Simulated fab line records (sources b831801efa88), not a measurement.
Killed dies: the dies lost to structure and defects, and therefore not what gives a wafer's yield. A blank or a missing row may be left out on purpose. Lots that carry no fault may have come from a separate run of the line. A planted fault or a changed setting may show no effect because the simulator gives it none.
fab line records    flow sky130
record lots=6  wafers=18  last_day=50
route steps=708 shown SD_P@328 RES_XHIGH@332 SD_N@342 SALICIDE@361 LI_CONTACT@362 PAD_OPEN@708
lots that met no fault: from a run of the same line without faults
start_h: start of the lot's first displayed wafer, in hours after the record's first day    wait_h: hours from the lot's prior step to this one    " same as the row above    L1.1+2: one row covering several wafers at once    - no value, or no start was given    * or withheld: withheld    < > ~ a bound
route shown NAME@n: a module of which the file shows steps, and the number in the route of the first    usual: the fault-free wafers' mean and standard deviation    same: alike in all rows    chamber/n: place in a boat    sites: each site's reading    _std_site: standard deviation across them    _edge_site: mean of outer sites minus mean of inner sites    radius_mm: for every site, how far away it sits from the centre of the wafer    mask NAME#n: copy n    behind: tool/chamber where the wafer was last shaped    hold: cause of the lot's hold/its duration in hours/its outcome    device: whichever transistor did not switch (one of n, p or np)    end of line: the same wafers' tests at the end of the route    where a step has no rows: the recipe by itself    killed: at the first sort, the dies lost to defects and structure; wafer yield is something else    map: the dies of a wafer, with x for killed, . for not killed, _ for no die there
set.NAME: the setting as run; set.NAME@STEP: as run at that earlier step    model.NAME: the simulator's own value behind a step, which no gauge read
a table for each step, a row for each wafer; lots at some steps of the route
services: a tool's chamber out of use, with start hour (start_h, from the record's first day; less than 0 if before it), hours out, and reason
## steps
# step SKY_SD_P_OVL_MEAS_08
# usual SD_P_OVL=-0.1/1.5
lot.wafer  tool        chamber  start_h  wait_h  SD_P_OVL[nm]
L829.1     overlay-02  -        641.24   0.1     -0.1
L829.3     "           -        "        "       0.7
L829.6     "           -        "        "       0.1
L830.3     overlay-01  -        641.41   0.1     1.0
L830.4     "           -        "        "       1.0
L830.5     "           -        "        "       2.7
L832.2     overlay-02  -        661.96   0.1     2.0
L832.3     "           -        "        "       2.6
L832.5     "           -        "        "       0.5
L831.2     overlay-02  -        664.56   0.1     -1.2
L831.3     "           -        "        "       0.5
L831.5     "           -        "        "       -1.2
L842.2     overlay-01  -        734.39   0.1     0.5
L842.4     "           -        "        "       -0.3
L842.5     "           -        "        "       4.4
L844.1     overlay-02  -        763.69   0.1     -1.5
L844.2     "           -        "        "       -0.1
L844.4     "           -        "        "       -0.2
# step SKY_SD_P_IMPLANT_09
# recipe species=BF2  energy_kev=20  dose_cm2=2.931e+15  tilt_deg=0
# step SKY_SD_P_STRIP_10
# recipe chemistry=O2/N2  power_w=1400  pressure_mtorr=1500  platen_temp_c=withheld  o2_flow_sccm=3000  n2_flow_sccm=300  overash_fraction=0.5
# usual drypump_motor_current_A=5.7/0.34  oes_product_au=0.618/0.0044  strip_time_to_endpoint_s=17.41/0.045
lot.wafer  tool             chamber  start_h  wait_h  drypump_motor_current_A  oes_product_au  rf_hours_counter_h  strip_time_to_endpoint_s
L829.1     plasma_asher-02  1        641.43   0.1     6.2                      0.616           83                  17.42
L829.3     "                1        "        "       6.2                      0.617           -                   17.45
L829.6     "                0        "        "       5.3                      0.620           -                   17.44
L830.3     plasma_asher-03  0        641.62   0.1     6.0                      0.616           -                   17.40
L830.4     "                1        "        "       5.3                      0.622           -                   17.43
L830.5     "                0        "        "       6.0                      0.618           -                   17.43
L832.2     plasma_asher-01  1        662.14   0.1     5.7                      0.619           23                  17.39
L832.3     "                0        "        "       5.9                      0.613           -                   17.37
L832.5     "                0        "        "       5.9                      0.617           -                   17.38
L831.2     plasma_asher-02  0        664.74   0.1     5.3                      0.622           85                  17.40
L831.3     "                0        "        "       5.3                      0.617           -                   17.38
L831.5     "                0        "        "       5.3                      0.622           -                   17.40
L842.2     plasma_asher-03  1        734.57   0.1     5.3                      0.629           58                  17.47
L842.4     "                0        "        "       6.1                      0.618           -                   17.41
L842.5     "                0        "        "       6.0                      0.619           -                   17.43
L844.1     plasma_asher-01  1        763.87   0.1     5.6                      0.621           33                  17.41
L844.2     "                0        "        "       5.8                      0.620           33                  17.37
L844.4     "                0        "        "       5.9                      0.617           -                   17.38
# step SKY_SD_P_TW_MEAS_11
# usual SD_P_TW=2791/28
lot.wafer  tool           chamber  start_h  wait_h  SD_P_TW
L829.1     film_metro-03  -        641.53   0.1     2789
L829.3     "              -        "        "       2806
L829.6     "              -        "        "       2795
L830.3     film_metro-04  -        641.71   0.1     2768
L830.4     "              -        "        "       2769
L830.5     "              -        "        "       2772
L832.2     film_metro-03  -        662.25   0.1     2812
L832.3     "              -        "        "       2820
L832.5     "              -        "        "       2814
L831.2     film_metro-04  -        664.85   0.1     2765
L831.3     "              -        "        "       2762
L831.5     "              -        "        "       2765
L842.2     film_metro-04  -        734.68   0.1     2779
L842.4     "              -        "        "       2783
L842.5     "              -        "        "       2781
L844.1     film_metro-01  -        763.97   0.1     2852
L844.2     "              -        "        "       2833
L844.4     "              -        "        "       2845
# step SKY_RES_XHIGH_DEHYDRATE_00
# recipe temp_c=200  time_s=60
# step SKY_RES_XHIGH_HMDS_01
# recipe prime_time_s=60  prime_temp_c=120
# step SKY_RES_XHIGH_COAT_02
# recipe resist=NOVOLAK  spin_rpm=3000  resist_thk_nm=1140
# step SKY_RES_XHIGH_SOFTBAKE_03
# recipe temp_c=90  time_s=60  resist=NOVOLAK
# step SKY_RES_XHIGH_EXPOSE_04
# recipe mask_id=URPM  na=0.6  source_shape=conventional  sigma_outer=0.6  polarization=unpolarized  target_cd_nm=1270  dose_mj=140
# step SKY_RES_XHIGH_PEB_05
# recipe temp_c=withheld  time_s=*  resist=NOVOLAK
# step SKY_RES_XHIGH_DEVELOP_06
# recipe resist=NOVOLAK  developer=TMAH  develop_time_s=60  dev_temp_c=23
# step SKY_RES_XHIGH_IMPLANT_07
# recipe species=BF2  energy_kev=19.79  dose_cm2=3.6e+14  tilt_deg=0
# step SKY_RES_XHIGH_STRIP_08
# recipe chemistry=O2/N2  power_w=1400  pressure_mtorr=1500  platen_temp_c=withheld  o2_flow_sccm=3000  n2_flow_sccm=300  overash_fraction=0.5
# usual drypump_motor_current_A=5.7/0.35  oes_product_au=0.711/0.0044  strip_time_to_endpoint_s=14.25/0.042
lot.wafer  tool             chamber  start_h  wait_h  drypump_motor_current_A  oes_product_au  rf_hours_counter_h  strip_time_to_endpoint_s
L829.1     plasma_asher-02  1        670.27   0.1     6.2                      0.705           86                  14.24
L829.3     "                0        "        "       5.3                      0.709           -                   14.25
L829.6     "                0        "        "       5.3                      0.711           -                   14.26
L830.3     plasma_asher-03  0        670.79   0.1     6.0                      0.711           -                   14.27
L830.4     "                1        "        "       5.3                      0.704           -                   14.25
L830.5     "                1        "        "       5.3                      0.711           -                   14.20
L832.2     plasma_asher-04  0        690.06   0.1     5.6                      0.720           101                 14.25
L832.3     "                1        "        "       6.0                      0.714           -                   14.25
L832.5     "                0        "        "       5.6                      0.711           -                   14.24
L831.2     plasma_asher-03  0        692.82   0.1     6.0                      0.700           54                  14.25
L831.3     "                0        "        "       6.0                      0.697           -                   14.24
L831.5     "                1        "        "       5.3                      0.709           -                   14.22
L842.2     plasma_asher-02  0        762.26   0.1     5.3                      0.711           95                  14.25
L842.4     "                1        "        "       6.2                      0.709           -                   14.28
L842.5     "                1        "        "       6.2                      0.706           -                   14.26
L844.1     plasma_asher-03  0        790.78   0.1     6.0                      0.708           63                  14.30
L844.2     "                1        "        "       5.3                      0.710           63                  14.25
L844.4     "                0        "        "       6.0                      0.711           -                   14.29
# step SKY_RES_XHIGH_TW_MEAS_09
# usual RES_XHIGH_TW=1633/12
lot.wafer  tool           chamber  start_h  wait_h  RES_XHIGH_TW
L829.1     film_metro-04  -        670.37   0.1     1623
L829.3     "              -        "        "       1614
L829.6     "              -        "        "       1604
L830.3     film_metro-01  -        670.88   0.1     1641
L830.4     "              -        "        "       1634
L830.5     "              -        "        "       1631
L832.2     film_metro-01  -        690.17   0.1     1641
L832.3     "              -        "        "       1645
L832.5     "              -        "        "       1635
L831.2     film_metro-03  -        692.93   0.1     1631
L831.3     "              -        "        "       1627
L831.5     "              -        "        "       1630
L842.2     film_metro-04  -        762.37   0.1     1623
L842.4     "              -        "        "       1611
L842.5     "              -        "        "       1618
L844.1     film_metro-01  -        790.88   0.1     1637
L844.2     "              -        "        "       1655
L844.4     "              -        "        "       1647
# step SKY_SD_N_DEHYDRATE_00
# recipe temp_c=200  time_s=60
# step SKY_SD_N_HMDS_01
# recipe prime_time_s=60  prime_temp_c=120
# step SKY_SD_N_COAT_02
# recipe resist=NOVOLAK  spin_rpm=3000  resist_thk_nm=1140
# step SKY_SD_N_SOFTBAKE_03
# recipe temp_c=90  time_s=60  resist=NOVOLAK
# step SKY_SD_N_EXPOSE_04
# recipe mask_id=NSDM  na=0.6  source_shape=conventional  sigma_outer=0.6  polarization=unpolarized  target_cd_nm=380  dose_mj=141
# step SKY_SD_N_PEB_05
# recipe temp_c=withheld  time_s=*  resist=NOVOLAK
# step SKY_SD_N_DEVELOP_06
# recipe resist=NOVOLAK  developer=TMAH  develop_time_s=60  dev_temp_c=23
# step SKY_SD_N_CD_MEAS_07
# recipe target_cd_nm=380
# usual cd_nm=380.0/2.8
lot.wafer  tool       chamber  start_h  wait_h  cd_nm
L829.1     cd_sem-01  -        697.77   0.1     382.5
L829.3     "          -        "        "       384.0
L829.6     "          -        "        "       379.6
L830.3     cd_sem-01  -        698.82   0.1     380.0
L830.4     "          -        "        "       378.9
L830.5     "          -        "        "       380.7
L832.2     cd_sem-02  -        717.20   0.1     382.8
L832.3     "          -        "        "       382.2
L832.5     "          -        "        "       383.4
L831.2     cd_sem-02  -        720.00   0.1     378.8
L831.3     "          -        "        "       376.6
L831.5     "          -        "        "       376.3
L842.2     cd_sem-01  -        788.49   0.1     377.3
L842.4     "          -        "        "       379.2
L842.5     "          -        "        "       378.2
L844.1     cd_sem-01  -        816.03   0.1     383.4
L844.2     "          -        "        "       383.3
L844.4     "          -        "        "       386.1
# step SKY_SD_N_OVL_MEAS_08
# usual SD_N_OVL=0.1/1.4
lot.wafer  tool        chamber  start_h  wait_h  SD_N_OVL[nm]
L829.1     overlay-01  -        697.89   0.1     -1.3
L829.3     "           -        "        "       2.6
L829.6     "           -        "        "       0.4
L830.3     overlay-02  -        698.91   0.1     -0.1
L830.4     "           -        "        "       0.5
L830.5     "           -        "        "       0.7
L832.2     overlay-01  -        717.31   0.1     1.0
L832.3     "           -        "        "       -0.6
L832.5     "           -        "        "       -1.3
L831.2     overlay-01  -        720.11   0.1     2.5
L831.3     "           -        "        "       0.7
L831.5     "           -        "        "       1.2
L842.2     overlay-01  -        788.60   0.1     0.0
L842.4     "           -        "        "       -0.1
L842.5     "           -        "        "       -0.9
L844.1     overlay-02  -        816.15   0.1     -1.0
L844.2     "           -        "        "       -0.3
L844.4     "           -        "        "       -1.1
# step SKY_SD_N_IMPLANT_09
# recipe species=As  energy_kev=50  dose_cm2=4e+15  tilt_deg=0
# step SKY_SD_N_IMPLANT_10
# recipe species=P  energy_kev=20  dose_cm2=1e+14  tilt_deg=0
# step SKY_SD_N_STRIP_11
# recipe chemistry=O2/N2  power_w=1400  pressure_mtorr=1500  platen_temp_c=withheld  o2_flow_sccm=3000  n2_flow_sccm=300  overash_fraction=0.5
# usual drypump_motor_current_A=5.77/0.27  oes_product_au=0.527/0.0045  strip_time_to_endpoint_s=22.55/0.046
lot.wafer  tool             chamber  start_h  wait_h  drypump_motor_current_A  oes_product_au  rf_hours_counter_h  strip_time_to_endpoint_s
L829.1     plasma_asher-02  1        698.23   0.1     6.17                     0.533           89                  22.55
L829.3     "                0        "        "       5.32                     0.520           -                   22.51
L829.6     "                1        "        "       6.17                     0.530           -                   22.56
L830.3     plasma_asher-01  1        699.27   0.1     5.72                     0.534           -                   22.55
L830.4     "                0        "        "       5.83                     0.525           -                   22.52
L830.5     "                1        "        "       5.68                     0.531           -                   22.55
L832.2     plasma_asher-04  1        717.64   0.1     6.00                     0.532           104                 22.49
L832.3     "                1        "        "       6.00                     0.535           -                   22.59
L832.5     "                1        "        "       6.01                     0.534           -                   22.52
L831.2     plasma_asher-02  1        720.44   0.1     6.17                     0.522           91                  22.59
L831.3     "                1        "        "       6.16                     0.530           -                   22.57
L831.5     "                1        "        "       6.15                     0.528           -                   22.59
L842.2     plasma_asher-01  1        788.93   0.1     5.70                     0.531           35                  22.50
L842.4     "                1        "        "       5.72                     0.531           -                   22.49
L842.5     "                0        "        "       5.84                     0.526           -                   22.53
L844.1     plasma_asher-01  1        816.49   0.1     5.68                     0.528           38                  22.61
L844.2     "                0        "        "       5.82                     0.526           38                  22.60
L844.4     "                1        "        "       5.70                     0.523           -                   22.60
# step SKY_SD_N_TW_MEAS_12
# usual SD_N_TW=3952/41
lot.wafer  tool           chamber  start_h  wait_h  SD_N_TW
L829.1     film_metro-01  -        698.33   0.1     4004
L829.3     "              -        "        "       3999
L829.6     "              -        "        "       4005
L830.3     film_metro-04  -        699.36   0.1     3896
L830.4     "              -        "        "       3893
L830.5     "              -        "        "       3908
L832.2     film_metro-04  -        717.75   0.1     3871
L832.3     "              -        "        "       3887
L832.5     "              -        "        "       3870
L831.2     film_metro-01  -        720.55   0.1     3976
L831.3     "              -        "        "       3973
L831.5     "              -        "        "       3996
L842.2     film_metro-01  -        789.04   0.1     3999
L842.4     "              -        "        "       4033
L842.5     "              -        "        "       4018
L844.1     film_metro-04  -        816.59   0.1     3908
L844.2     "              -        "        "       3933
L844.4     "              -        "        "       3911
# step SKY_SD_N_CLEAN_13
# recipe chemistry=SC1/SC2  mix=1:4:20  temp_c=70  time_s=150  dry=n2_spin
# step SKY_SD_N_RTA_14
# recipe temp_c=1075  time_s=2  idle_temp_c=650  ramp_up_c_per_s=150  ramp_down_c_per_s=90  ambient=N2
# usual lamp_power_pct=15.74/0.056  ramp_up_c_per_s=150.00/0.025  wafer_temp_C_max=1077.9/1.3
lot.wafer  tool           chamber  start_h  wait_h  lamp_power_pct  ramp_up_c_per_s  wafer_temp_C_max
L829.1     rtp_anneal-01  0        698.44   0.0     15.78           149.99           1079.1
L829.3     "              0        "        "       15.72           150.01           1076.4
L829.6     "              0        "        "       15.78           150.00           1077.6
L830.3     rtp_anneal-02  0        699.47   0.0     15.85           150.00           1076.7
L830.4     "              0        "        "       15.79           149.96           1077.4
L830.5     "              0        "        "       15.71           150.06           1079.7
L832.2     rtp_anneal-01  0        717.85   0.0     15.81           150.01           1076.7
L832.3     "              0        "        "       15.71           149.95           1080.0
L832.5     "              0        "        "       15.67           149.98           1080.2
L831.2     rtp_anneal-02  0        720.65   0.0     15.60           150.03           1078.7
L831.3     "              0        "        "       15.72           150.01           1077.2
L831.5     "              0        "        "       15.80           149.99           1079.0
L842.2     rtp_anneal-01  0        789.15   0.0     15.71           150.02           1076.5
L842.4     "              0        "        "       15.74           150.01           1078.2
L842.5     "              0        "        "       15.75           149.94           1077.4
L844.1     rtp_anneal-02  0        816.70   0.0     15.77           149.98           1076.7
L844.2     "              0        "        "       15.80           150.00           1078.1
L844.4     "              0        "        "       15.78           149.99           1077.5
# step SKY_SD_N_RS_MEAS_16
# recipe thk_meas_gauge=four-point-probe
# usual SD_N_RS=68.52/0.11
lot.wafer  tool           chamber  start_h  wait_h  SD_N_RS[ohm/sq]
L829.1     film_metro-04  -        698.62   0.1     68.69
L829.3     "              -        "        "       68.61
L829.6     "              -        "        "       68.44
L830.3     film_metro-01  -        699.66   0.1     68.49
L830.4     "              -        "        "       68.53
L830.5     "              -        "        "       68.37
L832.2     film_metro-04  -        718.04   0.1     68.56
L832.3     "              -        "        "       68.41
L832.5     "              -        "        "       68.51
L831.2     film_metro-04  -        720.84   0.1     68.59
L831.3     "              -        "        "       68.57
L831.5     "              -        "        "       68.51
L842.2     film_metro-03  -        789.33   0.1     68.36
L842.4     "              -        "        "       68.44
L842.5     "              -        "        "       68.33
L844.1     film_metro-03  -        816.87   0.1     68.46
L844.2     "              -        "        "       68.40
L844.4     "              -        "        "       68.56
# step SKY_SD_N_RS_MEAS_17
# recipe thk_meas_gauge=four-point-probe
# usual SD_P_RS=147.39/0.29
lot.wafer  tool           chamber  start_h  wait_h  SD_P_RS[ohm/sq]
L829.1     film_metro-04  -        698.74   0.1     147.51
L829.3     "              -        "        "       147.50
L829.6     "              -        "        "       148.18
L830.3     film_metro-01  -        699.78   0.1     147.10
L830.4     "              -        "        "       147.15
L830.5     "              -        "        "       147.04
L832.2     film_metro-04  -        718.16   0.1     147.27
L832.3     "              -        "        "       147.56
L832.5     "              -        "        "       147.21
L831.2     film_metro-04  -        720.96   0.1     147.38
L831.3     "              -        "        "       147.75
L831.5     "              -        "        "       147.14
L842.2     film_metro-03  -        789.45   0.1     147.39
L842.4     "              -        "        "       147.65
L842.5     "              -        "        "       147.59
L844.1     film_metro-03  -        816.99   0.1     146.87
L844.2     "              -        "        "       146.39
L844.4     "              -        "        "       147.29
# step SKY_SD_N_RS_MEAS_18
# recipe thk_meas_gauge=four-point-probe
# usual RES_XHIGH_RS=329.4/1.2
lot.wafer  tool           chamber  start_h  wait_h  RES_XHIGH_RS[ohm/sq]
L829.1     film_metro-04  -        698.86   0.1     329.6
L829.3     "              -        "        "       328.7
L829.6     "              -        "        "       328.3
L830.3     film_metro-01  -        699.90   0.1     328.7
L830.4     "              -        "        "       329.3
L830.5     "              -        "        "       328.1
L832.2     film_metro-04  -        718.28   0.1     329.2
L832.3     "              -        "        "       328.3
L832.5     "              -        "        "       329.6
L831.2     film_metro-04  -        721.08   0.1     327.7
L831.3     "              -        "        "       327.4
L831.5     "              -        "        "       327.9
L842.2     film_metro-03  -        789.57   0.1     329.8
L842.4     "              -        "        "       329.1
L842.5     "              -        "        "       329.4
L844.1     film_metro-03  -        817.11   0.1     329.0
L844.2     "              -        "        "       329.3
L844.4     "              -        "        "       329.0
# step SKY_SALICIDE_CLEAN_00
# recipe chemistry=HF-last  time_s=30  dilution=100:1  dry=ipa_marangoni
# step SKY_LI_CONTACT_HDPCVD_00
# recipe material=PSG  target_thk_nm=930  sigma_open_frac=0.3  time_s=148.4  temp_c=600  sih4_flow_sccm=60  pressure_mtorr=6
# step SKY_LI_CONTACT_THK_MEAS_01
# recipe reads=PSG_of_LI_CONTACT_HDPCVD_00
# usual LI_CONTACT_HDPCVD_THK=890/10
lot.wafer  tool           chamber  start_h  wait_h  LI_CONTACT_HDPCVD_THK[nm]
L829.1     film_metro-01  -        699.10   0.1     884
L829.3     "              -        "        "       898
L829.6     "              -        "        "       894
L830.3     film_metro-01  -        700.12   0.1     880
L830.4     "              -        "        "       874
L830.5     "              -        "        "       893
L832.2     film_metro-04  -        718.51   0.1     886
L832.3     "              -        "        "       898
L832.5     "              -        "        "       883
L831.2     film_metro-01  -        721.31   0.1     889
L831.3     "              -        "        "       888
L831.5     "              -        "        "       882
L842.2     film_metro-03  -        789.80   0.1     900
L842.4     "              -        "        "       904
L842.5     "              -        "        "       893
L844.1     film_metro-04  -        817.35   0.1     897
L844.2     "              -        "        "       905
L844.4     "              -        "        "       893
# step SKY_LI_CONTACT_CMP_02
# recipe material=PSG  down_force_psi=4  platen_rpm=60  pad_velocity_m_s=0.94248
# usual motor_current_A=12.6/1  time_to_endpoint_s=29.8/2.7
lot.wafer  tool    chamber  start_h  wait_h  motor_current_A  time_to_endpoint_s
L829.1     cmp-02  3        699.21   0.1     12.2             30.1
L829.3     "       0        "        "       14.4             29.4
L829.6     "       2        "        "       11.1             28.3
L830.3     cmp-01  2        700.16   0.0     14.1             29.7
L830.4     "       3        "        "       11.6             27.7
L830.5     "       3        "        "       11.5             30.0
L832.2     cmp-02  3        718.56   0.0     12.2             30.1
L832.3     "       0        "        "       13.9             32.0
L832.5     "       3        "        "       12.1             28.2
L831.3     cmp-01  2        721.41   0.1     13.3             30.0
L831.2     "       3        "        "       11.7             28.5
L831.5     "       2        "        "       12.9             29.4
L842.2     cmp-01  3        789.85   0.0     11.9             30.7
L842.4     "       2        "        "       13.8             32.3
L842.5     "       3        "        "       11.9             30.1
L844.2     cmp-02  1        817.46   0.1     14.1             28.2
L844.4     "       2        "        "       11.8             26.9
L844.1     "       3        "        "       12.9             30.9
# step SKY_LI_CONTACT_BOW_MEAS_03
# recipe mode=bow
# usual LI_CONTACT_BOW=56/6.3
lot.wafer  tool           chamber  start_h  wait_h  LI_CONTACT_BOW[um]
L829.1     film_metro-03  -        699.46   0.2     61
L829.3     "              -        "        "       56
L829.6     "              -        "        "       60
L830.3     film_metro-04  -        700.50   0.3     59
L830.4     "              -        "        "       45
L830.5     "              -        "        "       54
L832.2     film_metro-01  -        718.88   0.3     57
L832.3     "              -        "        "       45
L832.5     "              -        "        "       53
L831.2     film_metro-04  -        721.68   0.2     55
L831.3     "              -        "        "       65
L831.5     "              -        "        "       50
L842.2     film_metro-03  -        790.17   0.3     56
L842.4     "              -        "        "       58
L842.5     "              -        "        "       54
L844.1     film_metro-03  -        817.71   0.1     60
L844.2     "              -        "        "       51
L844.4     "              -        "        "       64
# step SKY_LI_CONTACT_DEHYDRATE_04
# recipe temp_c=200  time_s=60
# step SKY_LI_CONTACT_HMDS_05
# recipe prime_time_s=60  prime_temp_c=120
# step SKY_LI_CONTACT_COAT_06
# recipe resist=BARC  temp_c=withheld  time_s=withheld  spin_rpm=3000  resist_thk_nm=60
# step SKY_LI_CONTACT_COAT_07
# recipe resist=KrF-thick  spin_rpm=3000  resist_thk_nm=450
# step SKY_PAD_OPEN_PROBE_99
# usual killed_at_M0_to_M3=42/6.6  killed_at_M4_up=3.0/1.7  killed_at_contacts=24/5.3  killed_at_front_end=15/4.5  killed_at_other=0.2/0.49  killed_dies=83/9  killed_open=45/6.9  killed_short=38/5.8
# same gross_dies=492  killed_at_back_side=0
lot.wafer  tool       chamber  start_h  wait_h  killed_at_M0_to_M3  killed_at_M4_up  killed_at_contacts  killed_at_front_end  killed_at_other  killed_dies  killed_open  killed_short
L830.3     prober-01  -        1117.86  0.2     50                  4                23                  19                   48               144          49           44
L830.4     prober-01  -        1117.91  0.2     45                  1                21                  8                    59               134          44           31
L830.5     prober-01  -        1117.96  0.2     37                  3                29                  11                   48               128          44           37
L832.2     prober-02  -        1130.27  0.1     48                  3                24                  6                    0                81           43           38
L832.3     prober-02  -        1130.32  0.2     45                  4                25                  10                   0                84           48           36
L832.5     prober-02  -        1130.42  0.2     41                  2                23                  8                    0                74           42           32
L831.2     prober-01  -        1131.98  0.1     34                  5                23                  17                   60               139          46           33
L831.3     prober-01  -        1132.03  0.2     29                  1                18                  14                   55               117          37           25
L831.5     prober-01  -        1132.13  0.2     33                  2                21                  19                   53               128          43           32
# killed by level:class
L830.3 RES_XHIGH:unspecified=48 METAL1:geometric_particle:short=9 VIA1:geometric_particle:open=9 CONTACT:geometric_particle:open=7 LI_CONTACT:geometric_particle:open=7 FIELD_ISO:geometric_particle:open=6 VIA2:geometric_particle:open=6 VIA1:geometric_particle:short=5
L830.4 RES_XHIGH:unspecified=59 VIA1:geometric_particle:open=14 VIA2:geometric_particle:open=9 CONTACT:geometric_particle:open=8 POLY_GATE:geometric_particle:short=5 CONTACT:geometric_particle:short=5 METAL1:geometric_particle:short=5 LI_CONTACT:geometric_particle:open=4
L830.5 RES_XHIGH:unspecified=47 LI_CONTACT:geometric_particle:open=10 CONTACT:geometric_particle:open=9 METAL2:geometric_particle:short=8 VIA1:geometric_particle:open=7 VIA2:geometric_particle:open=5 VIA3:geometric_particle:open=5 CONTACT:geometric_particle:short=4
L832.2 CONTACT:geometric_particle:open=11 VIA1:geometric_particle:open=10 VIA1:geometric_particle:short=7 VIA3:geometric_particle:open=7 METAL3:geometric_particle:short=6 METAL2:geometric_particle:short=6 LI_CONTACT:geometric_particle:open=5 METAL1:geometric_particle:short=5
L832.3 VIA1:geometric_particle:open=11 CONTACT:geometric_particle:open=10 LI_CONTACT:geometric_particle:open=7 VIA1:geometric_particle:short=7 VIA2:geometric_particle:open=6 METAL2:geometric_particle:short=5 METAL3:geometric_particle:short=4 METAL4:geometric_particle:short=4
L832.5 VIA1:geometric_particle:open=11 CONTACT:geometric_particle:open=9 LI_CONTACT:geometric_particle:open=6 VIA3:geometric_particle:open=6 METAL1:geometric_particle:short=5 VIA2:geometric_particle:short=4 VIA1:geometric_particle:short=4 METAL2:geometric_particle:short=4
L831.2 RES_XHIGH:unspecified=60 VIA1:geometric_particle:open=8 FIELD_ISO:geometric_particle:open=7 LI_CONTACT:geometric_particle:open=7 VIA3:geometric_particle:open=6 POLY_GATE:geometric_particle:short=5 CONTACT:geometric_particle:open=5 CONTACT:geometric_particle:short=4
L831.3 RES_XHIGH:unspecified=55 VIA1:geometric_particle:open=9 CONTACT:geometric_particle:open=8 POLY_GATE:geometric_particle:short=6 VIA2:geometric_particle:open=6 CONTACT:geometric_particle:short=5 METAL1:geometric_particle:short=5 LI_CONTACT:geometric_particle:open=4
L831.5 RES_XHIGH:unspecified=53 VIA1:geometric_particle:open=13 CONTACT:geometric_particle:open=9 FIELD_ISO:geometric_particle:short=5 POLY_GATE:geometric_particle:short=5 FIELD_ISO:geometric_particle:open=4 LI_CONTACT:geometric_particle:open=4 VIA2:geometric_particle:open=4
# map L830.3 (x killed, . not)
__________xx........_________
________.............._______
______x....x.....x.....x_____
_____..x.x..........xx...____
____....x.x.....x.x...xx..___
___x.x...........x.........__
__....x.xx.x...xx.x..x.x.x.._
_...xx....xx...xx.x.x....x.x.
_..x......x.............x..x.
_...xx...x......x....x....x..
_x.x....x..xx........xx......
_....xx..xxxxx........x......
_.x..xxxxxxxxx.....x...x....x
_...xxxxxxxxx.x...x...xx.....
_...xxxxxxxxxxx.x............
__..xxxxxxxxx.x..x.........._
___x.xxxxxxxx......x.......__
____.xxxx.xxxxx...........___
_____.....x.x..x.....x.x.____
______.x.x.....x........_____
________xx.........x.._______
__________.x........_________
# map L831.2 (x killed, . not)
__________.x....xxxx_________
________...x......xxx._______
______x......x.........x_____
_____..x.........x.......____
____.....xx.x.......x..x..___
___....x...............x...__
__........x..x....x...x....x_
_.............x.....x.xx.....
_.x.x...x.x..........x......x
_.x..x.....x.x..x..x.........
_...x..xxxx....x...x.x.....xx
_..xxxxxxxx.x................
_..x..xxxxxxxx......x...x....
_xxxxxxxxxxxx....x...........
_...xxxxxxxxxx.......x.x...x.
__.xxxxxxxxxxx...xx....x...._
___.xx.xxx.xxxx....x...x...__
____..x.x.xx..............___
_____...x.x..x.x.........____
______..x.x...x.x...x..._____
________.............._______
__________x.x...x..._________
## services
tool             chamber  start_h  hours  kind
plasma_asher-04  -        623.34   1.2    repair
plasma_asher-02  -        656.07   0.8    repair
cmp-01           -        666.69   4.3    repair
plasma_asher-01  -        696.02   2.8    pm
plasma_asher-04  -        733.75   9.0    pm
plasma_asher-04  0        733.75   9.0    vent_cycle
plasma_asher-04  1        733.75   9.0    vent_cycle
cmp-01           -        733.81   0.3    repair
cmp-02           -        736.49   0.8    repair
cmp-01           -        737.50   6.0    pm
plasma_asher-04  0        742.75   -      clean
plasma_asher-04  1        742.75   -      clean
cmp-02           -        746.64   4.0    pm
cmp-02           -        750.64   -      consumable_replace:conditioner
cmp-02           -        750.64   -      consumable_replace:pad
rtp_anneal-01    -        753.89   2.2    pm
plasma_asher-03  -        779.93   2.8    pm
cmp-01           -        781.89   0.2    repair
cmp-02           -        800.42   5.6    pm
## key
first_sign step=SKY_PAD_OPEN_PROBE_99  reading=killed_at_other  direction=up  sigmas=54  usual=0.2  struck=53.8
effect step=SKY_PAD_OPEN_PROBE_99  reading=killed_dies  direction=up  sigmas=5.4  usual=83  struck=132
met_at SKY_RES_XHIGH_STRIP_08
struck_wafers L830.3,L830.4,L830.5,L831.2,L831.3,L831.5
tester_left_out L830,L831
fault kind=chamber_particle_source  tool=plasma_asher-03  chamber=-  onset_h=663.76  steps=SKY_RES_XHIGH_STRIP_08  rate_per_visit_cm2=0.87887  end_h=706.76
# tester_left_out: of these lots the tester's yield and bins aren't shown, on N5 and GAA mostly nor the transistor test; their killed dies are dies lost to structure and defects alone, not to doping, threshold or leakage, so they don't give the yield
